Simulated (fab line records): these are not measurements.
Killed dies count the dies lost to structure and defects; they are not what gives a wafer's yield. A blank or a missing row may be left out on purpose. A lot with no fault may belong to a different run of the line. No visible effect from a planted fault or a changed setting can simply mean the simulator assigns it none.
A lot that was struck, set against a sound lot -- flow sky130 -- 16 steps out of a route of 708
Sound: the wafers L610.1, L610.2, L610.6. Wafers struck: L616.1, L616.2, L616.3. The cause comes at the end.
Each step with rows lists, per side, the tool, then ch with its chambers, then its first start. Under that, the readings that differ: sound wafers -- struck wafers -- difference of the means -- sigmas: that difference in standard deviations of wafers without a fault.
alike: readings whose means differ by less than 2 such deviations, and words and numbers that are the same on both sides. not compared: withheld readings, readings that some wafer has no value for, bounds like >300 that may hide the same value, and numbers for which the record gives no deviation and whose values overlap.
A row with sigmas, a row that says differs or no value, or rows on one side alone: a step with any of these is where the two part. Numbers that have no deviation but don't overlap get no sigmas and don't part them. A reading missing from all wafers of one side parts the sides only when that side holds two or more wafers.

first, 1 step without rows for these wafers: SKY_LDD_N_IMPLANT_15.
SKY_LDD_N_STRIP_16: strips in O2/N2.
  sound on plasma asher-03 ch 0,1, day 19 22:58; struck on plasma asher-02 ch 0,1, day 22 03:58
  alike: drypump motor current A, oes product au, strip time to endpoint s
  not compared: rf hours counter h
SKY_LDD_N_TW_MEAS_17:
  sound on film metro-02, day 19 23:04; struck on film metro-04, day 22 04:04
reading,sound,struck,difference,sigmas
LDD_N_TW,2596 2579 2598,2638 2632 2631,+43,+2
then, 7 steps without rows for these wafers: SKY_LDD_P_DEHYDRATE_00 (time 60 s); SKY_LDD_P_HMDS_01 (prime time 60 s); SKY_LDD_P_COAT_02 (resist thk 1140 nm); SKY_LDD_P_SOFTBAKE_03 (time 60 s); SKY_LDD_P_EXPOSE_04 (exposes mask PSDM, target cd 380 nm); SKY_LDD_P_PEB_05; SKY_LDD_P_DEVELOP_06 (develop time 60 s).
SKY_LDD_P_CD_MEAS_07 targets a cd of 380 nm.
  sound on cd sem-01, day 21 04:46; struck on cd sem-01, day 23 10:14
reading,sound,struck,difference,sigmas
cd nm (nm),386.3 386.2 385.5,377.4 379.0 380.7,-7.0,-3
SKY_LDD_P_OVL_MEAS_08:
  sound on overlay-02, day 21 04:53; struck on overlay-01, day 23 10:22
  alike: LDD_P_OVL
SKY_LDD_P_IMPLANT_09:
  sound on implanter-01 ch 0, day 21 04:56; struck on implanter-04 ch 0, day 23 10:23
reading,sound,struck,difference,sigmas
beam on s (s),9.75 10.12 9.79,7.93 7.58 8.07,-2.03,-10
faraday current uA,57.8 55.7 57.8,71.2 74.5 69.7,+14.7,+13
SKY_LDD_P_STRIP_10: strips in O2/N2.
  sound on plasma asher-04 ch 0,1, day 21 05:05; struck on plasma asher-01 ch 0,1, day 23 10:32
  alike: drypump motor current A, oes product au, strip time to endpoint s
  not compared: rf hours counter h
SKY_LDD_P_TW_MEAS_11:
  sound on film metro-04, day 21 05:11; struck on film metro-04, day 23 10:52
reading,sound,struck,difference,sigmas
LDD_P_TW,642 638 638,591 593 594,-47,-10
  not compared: hold
-- the record jumps here: 25 days lie between the struck wafers' starts before and after (it left off in module LDD_P and takes up again in module PAD_OPEN, whose first step shown is number 708 of the route) --
SKY_PAD_OPEN_PROBE_99:
  sound on prober-02, day 47 03:58; struck on prober-02, day 48 16:49
reading,sound,struck,difference,sigmas
model.etest.tip p.rs ohm sq,6880 6876 6862,8328 8340 8320,+1457,
  alike: killed_at_M0_to_M3, killed_at_M4_up, killed at contacts, killed at front end, killed at other, killed dies, killed open, killed short
  not compared: model.etest.tip p.rs ohm sq range

## WHERE THEY PART
At SKY_LDD_N_TW_MEAS_17 first; at SKY_LDD_P_TW_MEAS_11 last (within this record only). Later steps at which nothing parts them and some readings are alike: SKY_PAD_OPEN_PROBE_99.

WHY: what the simulator had put in
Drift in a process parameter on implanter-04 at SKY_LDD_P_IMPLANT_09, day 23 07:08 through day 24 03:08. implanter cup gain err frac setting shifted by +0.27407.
